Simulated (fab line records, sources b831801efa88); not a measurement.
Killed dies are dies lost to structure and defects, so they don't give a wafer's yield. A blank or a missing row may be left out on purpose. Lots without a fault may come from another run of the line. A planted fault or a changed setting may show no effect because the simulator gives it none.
A struck lot beside a sound one | flow sky130 | 43 steps out of a route of 708
Sound: wafers L954.3, L954.4, L954.6. Struck: wafer L969.6. (L969.2, L969.3 of the same lot were not struck and are left out.) The cause comes at the end.
At each step with rows: each side's tool, then ch and its chambers, then its first start. Under that, the readings that differ: sound wafers | struck wafers | difference of the means | sigmas: that difference in standard deviations of wafers without a fault.
alike: readings whose means differ by less than 2 such deviations, and words and numbers that are the same on both sides. not compared: withheld readings, readings that some wafer has no value for, bounds like >300 that may hide the same value, and numbers for which the record gives no deviation and whose values overlap.
The two part at a step that has a row with sigmas, a row that says differs or no value, or rows on one side only. Numbers that don't overlap but have no deviation are shown without sigmas and don't part them. A reading that every wafer of one side lacks parts them only if that side has two wafers or more.

SKY_VIA3_STRIP_16: strips in O2/N2.
  sound on plasma_asher-01 ch 0,1, day 40 18:01; struck on plasma_asher-04 ch 1, day 45 02:55
  alike: drypump_motor_current_A, oes_product_au, strip_time_to_endpoint_s
  not compared: rf_hours_counter_h
then, 5 steps without rows for these wafers: SKY_VIA3_STRIP_17 (strips in post etch residue remover, time 1200 s); SKY_VIA3_CLEAN_18 (cleans in IPA, time 180 s); SKY_VIA3_CLEAN_19 (cleans in O3/DIW); SKY_VIA3_SPUTTER_20 (material TiN, target thk 20 nm, time 80 s); SKY_VIA3_CVD_21 (deposits W, target thk 390 nm, time 117.31 s).
SKY_VIA3_RS_MEAS_22: measures by four-point-probe.
  sound on film_metro-01, day 40 18:48; struck on film_metro-02, day 45 03:43
  reading            | sound             | struck | difference | sigmas
  VIA3_W_RS (ohm/sq) | 0.296 0.291 0.293 | 0.303  | +0.010     | +2
SKY_VIA3_THK_MEAS_23: measures by xrf.
  sound on film_metro-01, day 40 18:54; struck on film_metro-02, day 45 03:49
  alike: VIA3_W_THK
SKY_VIA3_CMP_24: polishes, stops on SiO2, t overpolish 20 s, target thk 0 nm.
  sound on cmp-01 ch 0,2,3, day 40 19:00; struck on cmp-01 ch 1, day 45 04:02
  alike: motor_current_A, overpolish_run_s, time_to_endpoint_s
then, 1 step without rows for these wafers: SKY_METAL4_SPUTTER_00 (material Ti, target thk 15 nm, time 10 s).
SKY_METAL4_SPUTTER_01: material TiN, target thk 20 nm, time 16.7 s.
  sound on pvd_sputter-01, day 40 19:16; struck on pvd_sputter-01, day 45 04:18
  alike: throttle_valve_pct
then, 1 step without rows for these wafers: SKY_METAL4_SPUTTER_02 (material AlCu, target thk 735 nm, time 39.1 s).
SKY_METAL4_SPUTTER_03: material Ti, target thk 5 nm, time 3.3 s.
  sound on pvd_sputter-01, day 40 19:20; struck on pvd_sputter-01, day 45 04:22
  alike: throttle_valve_pct
then, 1 step without rows for these wafers: SKY_METAL4_SPUTTER_04 (material TiN, target thk 70 nm, time 58.3 s).
SKY_CAP2M_CVD_00: deposits SiO2, target thk 15.5 nm.
  sound on pecvd-03 ch 0,2, day 40 19:24; struck on pecvd-03 ch 0, day 45 04:26
  alike: heater_power_w
SKY_CAP2M_THK_MEAS_01:
  sound on film_metro-03, day 40 19:27; struck on film_metro-02, day 45 04:28
  reading               | sound             | struck | difference | sigmas
  CAP2M_CVD_00_THK (nm) | 15.93 16.01 16.00 | 15.35  | -0.63      | -2
SKY_CAP2M_SPUTTER_02: material TiN, target thk 200 nm, time 166.7 s.
  sound on pvd_sputter-02, day 40 19:29; struck on pvd_sputter-03, day 45 04:31
  alike: substrate_temp_c, throttle_valve_pct
SKY_CAP2M_RS_MEAS_03: measures by four-point-probe.
  sound on film_metro-02, day 40 19:38; struck on film_metro-03, day 45 04:39
  alike: CAP2M_TIN_RS
SKY_CAP2M_THK_MEAS_04: measures by xrf.
  sound on film_metro-02, day 40 19:44; struck on film_metro-03, day 45 04:46
  alike: CAP2M_TIN_THK
then, 7 steps without rows for these wafers: SKY_CAP2M_DEHYDRATE_05 (time 60 s); SKY_CAP2M_HMDS_06 (prime time 60 s); SKY_CAP2M_COAT_07 (resist thk 1140 nm); SKY_CAP2M_SOFTBAKE_08 (time 60 s); SKY_CAP2M_EXPOSE_09 (exposes mask CAP2M, target cd 1000 nm); SKY_CAP2M_PEB_10; SKY_CAP2M_DEVELOP_11 (develop time 60 s).
SKY_CAP2M_OVL_MEAS_12:
  sound on overlay-01, day 41 18:56; struck on overlay-02, day 46 02:07
  alike: CAP2M_OVL
then, 13 steps without rows for these wafers: SKY_CAP2M_METAL_ETCH_13 (etches TiN in Cl2/BCl3, stops on SiO2, target depth 220 nm, time 62.9 s); SKY_CAP2M_STRIP_14 (strips in O2/N2); SKY_CAP2M_STRIP_15 (strips in post etch residue remover, time 1200 s); SKY_CAP2M_CLEAN_16 (cleans in IPA, time 180 s); SKY_CAP2M_CLEAN_17 (cleans in O3/DIW); SKY_METAL4_DEHYDRATE_05 (time 60 s); SKY_METAL4_HMDS_06 (prime time 60 s); SKY_METAL4_COAT_07 (resist thk 60 nm); SKY_METAL4_COAT_08 (resist thk 1140 nm); SKY_METAL4_SOFTBAKE_09 (time 90 s); SKY_METAL4_EXPOSE_10 (exposes mask MM4, target cd 300 nm); SKY_METAL4_PEB_11; SKY_METAL4_DEVELOP_12 (develop time 60 s).
SKY_METAL4_CD_MEAS_13: target cd 300 nm.
  sound on cd_sem-02, day 42 18:41; struck on cd_sem-01, day 46 23:41
  alike: cd_nm
SKY_METAL4_OVL_MEAS_14:
  sound on overlay-01, day 42 18:47; struck on overlay-02, day 46 23:47
  alike: METAL4_OVL
-- the record jumps here: 3 days lie between the struck wafers' starts before and after (it left off in module METAL4 and takes up again in module PAD_OPEN, whose first step shown is number 708 of the route) --
SKY_PAD_OPEN_PROBE_99:
  sound on prober-02, day 46 14:26; struck on prober-01, day 50 10:22
  reading                               | sound              | struck | difference | sigmas
  defect_limited_yield (%)              | 80.7 83.3 84.1     | 75.2   | -7.5       | -4
  killed_at_M4_up                       | 1 5 5              | 47     | +43        | +29
  killed_dies                           | 95 82 78           | 122    | +37        | +4
  sort_bin_3_pad_short (%)              | 0.6 1.4 1.0        | 2.4    | +1.4       | +3
  sort_bin_5_function (%)               | 12.6 9.6 9.8       | 15.9   | +5.2       | +4
  sort_n_pass                           | 397 410 414        | 370    | -37        | -4
  sort_yield_pct (%)                    | 80.7 83.3 84.1     | 75.2   | -7.5       | -4
  model.etest.tester.sort_n_pass        | 397 410 414        | 370    | -37        |
  model.etest.tester.sort_yield_pct (%) | 80.69 83.33 84.15  | 75.2   | -7.5       |
  model.etest.tester.sort_bin_5_pct (%) | 12.6 9.553 9.756   | 15.85  | +5.21      |
  model.etest.tester.sort_bin_3_pct (%) | 0.6098 1.423 1.016 | 2.439  | +1.423     |
  alike: killed_at_M0_to_M3, killed_at_contacts, killed_at_front_end, killed_at_other, killed_open, killed_short, sort_bin_6_memory

WHERE THEY PART
First at SKY_VIA3_RS_MEAS_22; last, within this record, at SKY_PAD_OPEN_PROBE_99.

WHY: what the simulator had put in
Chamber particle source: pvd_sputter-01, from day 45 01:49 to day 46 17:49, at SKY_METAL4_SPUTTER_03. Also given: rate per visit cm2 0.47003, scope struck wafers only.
